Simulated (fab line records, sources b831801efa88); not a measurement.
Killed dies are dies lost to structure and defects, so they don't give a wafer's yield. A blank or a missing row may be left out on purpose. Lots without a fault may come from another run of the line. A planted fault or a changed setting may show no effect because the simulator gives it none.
Which tool did it? | flow gf180mcu | 12 lots, 36 wafers sampled, at 6 steps of a route of 602

WHAT THE GAUGES READ, wafer by wafer
GF_LVPWELL_TW_MEAS_11.
lot  | measured    | on            | LVPWELL_TW
L754 | day 4 17:08 | film_metro-01 | 574 574 572
L757 | day 5 05:58 | film_metro-03 | 563 565 562
L758 | day 5 12:38 | film_metro-03 | 563 562 560
L759 | day 5 18:56 | film_metro-02 | 572 570 571
L760 | day 6 01:35 | film_metro-02 | 575 576 572
L761 | day 6 08:38 | film_metro-03 | 570 567 567
L762 | day 6 13:13 | film_metro-01 | 570 571 569
L764 | day 7 00:20 | film_metro-01 | 540 540 542
L765 | day 7 04:44 | film_metro-02 | 537 535 537
L766 | day 7 11:14 | film_metro-03 | 566 568 566
L768 | day 7 22:29 | film_metro-02 | 569 570 573
L773 | day 9 04:14 | film_metro-03 | 571 572 573

GF_VT_IMPLANT_OVL_MEAS_18.
lot  | measured     | on         | VT_IMPLANT_01_OVL (nm)
L754 | day 7 06:57  | overlay-02 | 0.3 1.5 0.7
L757 | day 7 21:43  | overlay-01 | 0.2 0.1 -1.0
L758 | day 8 05:20  | overlay-01 | 0.1 -2.1 -0.2
L759 | day 8 12:41  | overlay-02 | -1.2 2.0 0.5
L760 | day 8 19:26  | overlay-02 | 1.8 1.5 2.3
L761 | day 9 05:02  | overlay-01 | -0.2 0.3 -0.4
L762 | day 9 09:21  | overlay-01 | -1.1 -1.1 0.8
L764 | day 9 20:35  | overlay-01 | -3.1 -3.4 -2.5
L765 | day 10 02:02 | overlay-01 | -1.6 -1.3 -2.3
L766 | day 10 09:33 | overlay-02 | -0.4 -0.6 1.2
L768 | day 10 21:05 | overlay-02 | 1.1 1.4 0.4
L773 | day 12 07:05 | overlay-01 | -1.3 -1.6 -0.8

GF_VT_IMPLANT_RS_MEAS_48: measures by four-point-probe.
lot  | measured     | on            | LVPWELL_RS (ohm/sq)
L754 | day 8 18:03  | film_metro-02 | 1199 1199 1198
L757 | day 9 08:56  | film_metro-01 | 1199 1203 1206
L758 | day 9 16:56  | film_metro-03 | 1195 1195 1194
L759 | day 10 01:00 | film_metro-03 | 1194 1196 1194
L760 | day 10 08:04 | film_metro-01 | 1199 1200 1198
L761 | day 10 17:14 | film_metro-02 | 1195 1197 1196
L762 | day 10 22:32 | film_metro-03 | 1192 1195 1196
L764 | day 11 09:45 | film_metro-03 | 1485 1482 1484
L765 | day 11 16:37 | film_metro-01 | 1497 1492 1495
L766 | day 12 00:41 | film_metro-01 | 1202 1203 1198
L768 | day 12 13:10 | film_metro-01 | 1195 1201 1199
L773 | day 14 00:10 | film_metro-03 | 1191 1190 1189

GF_DUAL_GATE_THK_MEAS_03.
lot  | measured     | on            | DUAL_GATE_OXIDATION_00_THK (nm)
L754 | day 8 19:58  | film_metro-04 | 10.90 11.04 11.03
L757 | day 9 11:28  | film_metro-01 | 11.20 11.37 11.10
L758 | day 9 20:41  | film_metro-03 | 10.96 11.01 10.98
L759 | day 10 03:22 | film_metro-04 | 10.98 10.81 10.68
L760 | day 10 10:03 | film_metro-01 | 10.56 10.90 10.87
L761 | day 10 19:05 | film_metro-01 | 11.03 11.10 11.08
L762 | day 11 01:11 | film_metro-04 | 10.87 10.79 10.95
L764 | day 11 11:37 | film_metro-04 | 10.78 10.93 10.80
L765 | day 11 18:30 | film_metro-03 | 10.68 10.94 10.88
L766 | day 12 02:33 | film_metro-03 | 10.53 10.39 10.27
L768 | day 12 16:20 | film_metro-01 | 10.57 10.59 10.60
L773 | day 14 02:58 | film_metro-04 | 11.01 11.11 11.04

WHICH TOOL RAN EACH LOT (tool, then ch and the chambers of the sampled wafers, then the start)
lot  | GF_STI_CMP_25                | GF_LVPWELL_IMPLANT_09
L754 | cmp-02 ch 0,2,3, day 2 20:20 | implanter-01 ch 0, day 4 16:55
L757 | cmp-02 ch 0,2,3, day 3 09:47 | implanter-02 ch 0, day 5 05:45
L758 | cmp-02 ch 0,1,2, day 3 15:21 | implanter-01 ch 0, day 5 12:24
L759 | cmp-02 ch 1,3, day 3 22:12   | implanter-02 ch 0, day 5 18:42
L760 | cmp-02 ch 1,2, day 4 02:32   | implanter-03 ch 0, day 6 01:20
L761 | cmp-01 ch 0,1,3, day 4 08:40 | implanter-03 ch 0, day 6 08:23
L762 | cmp-01 ch 0,1,2, day 4 13:06 | implanter-03 ch 0, day 6 13:01
L764 | cmp-01 ch 0,1, day 4 23:01   | implanter-03 ch 0, day 7 00:07
L765 | cmp-02 ch 0,1,3, day 5 04:10 | implanter-03 ch 0, day 7 04:29
L766 | cmp-02 ch 0,1, day 5 09:07   | implanter-01 ch 0, day 7 11:01
L768 | cmp-01 ch 2,3, day 5 19:34   | implanter-01 ch 0, day 7 22:14
L773 | cmp-02 ch 0,1,3, day 6 21:29 | implanter-02 ch 0, day 9 03:59
- GF_STI_CMP_25: polishes, stops on Si3N4, t overpolish 33 s, target thk 524.6 nm.
- GF_LVPWELL_IMPLANT_09

WHAT THE TOOLS THEMSELVES READ (means of the sampled wafers that have a number; where no wafer has one, the mark that the record gives instead)
GF_STI_CMP_25.
lot  | tool   | head_pressure_psi (psi) | motor_current_A (A) | overpolish_run_s (s) | time_to_endpoint_s (s)
L754 | cmp-02 | 3.992                   | 13.9                | 32.995               | 123
L757 | cmp-02 | 4.003                   | 14.0                | 33.005               | 124
L758 | cmp-02 | 3.997                   | 12.8                | 32.998               | 122
L759 | cmp-02 | 3.993                   | 12.7                | 33.007               | 121
L760 | cmp-02 | 4.001                   | 12.9                | 33.002               | 119
L761 | cmp-01 | 3.999                   | 11.7                | 33.001               | 121
L762 | cmp-01 | 3.993                   | 11.7                | 32.998               | 123
L764 | cmp-01 | 4.012                   | 12.0                | 33.002               | 126
L765 | cmp-02 | 4.003                   | 13.2                | 32.993               | 121
L766 | cmp-02 | 4.004                   | 12.2                | 32.999               | 125
L768 | cmp-01 | 3.987                   | 11.7                | 33.005               | 131
L773 | cmp-02 | 4.005                   | 13.4                | 32.995               | 121

GF_LVPWELL_IMPLANT_09.
lot  | tool         | dose_ions_cm2 | faraday_current_uA
L754 | implanter-01 | 5e+12         | 27.6
L757 | implanter-02 | 5e+12         | 28.2
L758 | implanter-01 | 5e+12         | 28.1
L759 | implanter-02 | 5e+12         | 28.3
L760 | implanter-03 | 5e+12         | 28.3
L761 | implanter-03 | 5e+12         | 28.2
L762 | implanter-03 | 5e+12         | 28.4
L764 | implanter-03 | 5e+11         | 2.8
L765 | implanter-03 | 5e+11         | 2.8
L766 | implanter-01 | 5e+12         | 28.1
L768 | implanter-01 | 5e+12         | 28.4
L773 | implanter-02 | 5e+12         | 28.1

THE ANSWER, worked out from the rows above alone
Rule: what is usual is taken from the lots themselves. Put in order of their means at a reading, lots are off if they are a third of the lots or fewer, leave a main group of 4 or more, and stand apart from it by a gap of 3 or more times the standard deviation of the main group's means; of several such gaps the widest counts. A main group whose means are all the same, to the digits that the tables above print for the reading, isn't used. A lot without any number at a reading at which 4 lots or more have one is off too. The other lots that the step has rows for count as sound. The gauges are gone through in route order, then the tools' own readings, and for those a lot's mean is taken as printed above. The first step at which some lot is off is used, and at that step the reading that is off furthest; a lot without a number counts as furthest.
Off: L764, L765, at GF_LVPWELL_TW_MEAS_11 (LVPWELL_TW). The main group: mean 569, standard deviation 4.
A tool fits if, at a process step before that reading, it ran every lot that is off, and no sound lot after the first of them. The gauges at GF_LVPWELL_TW_MEAS_11 aren't tried: what is off there is off at GF_LVPWELL_IMPLANT_09 too, on other tools, and a gauge's error can't cause that. One fits: implanter-03 at GF_LVPWELL_IMPLANT_09. Its last sound lot is L762 (day 6 13:01), its first lot that is off L764 (day 7 00:07): a fault that began between those two fits.
The tool's own readings at GF_LVPWELL_IMPLANT_09 bear it out: on the lots that are off they differ by more than 5 times the standard deviation of the sound lots' means. dose_ions_cm2 reads 5e+11 there against 5e+12 on the sound lots; faraday_current_uA reads 2.8 there against 28.2 on the sound lots.

WHAT THE SIMULATOR HAD PUT IN
Process parameter drift: implanter-03, from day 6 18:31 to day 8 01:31, at GF_LVPWELL_IMPLANT_09. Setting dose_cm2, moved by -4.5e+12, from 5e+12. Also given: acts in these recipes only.
Lots struck among those shown: L764, L765. The rule above found the same.
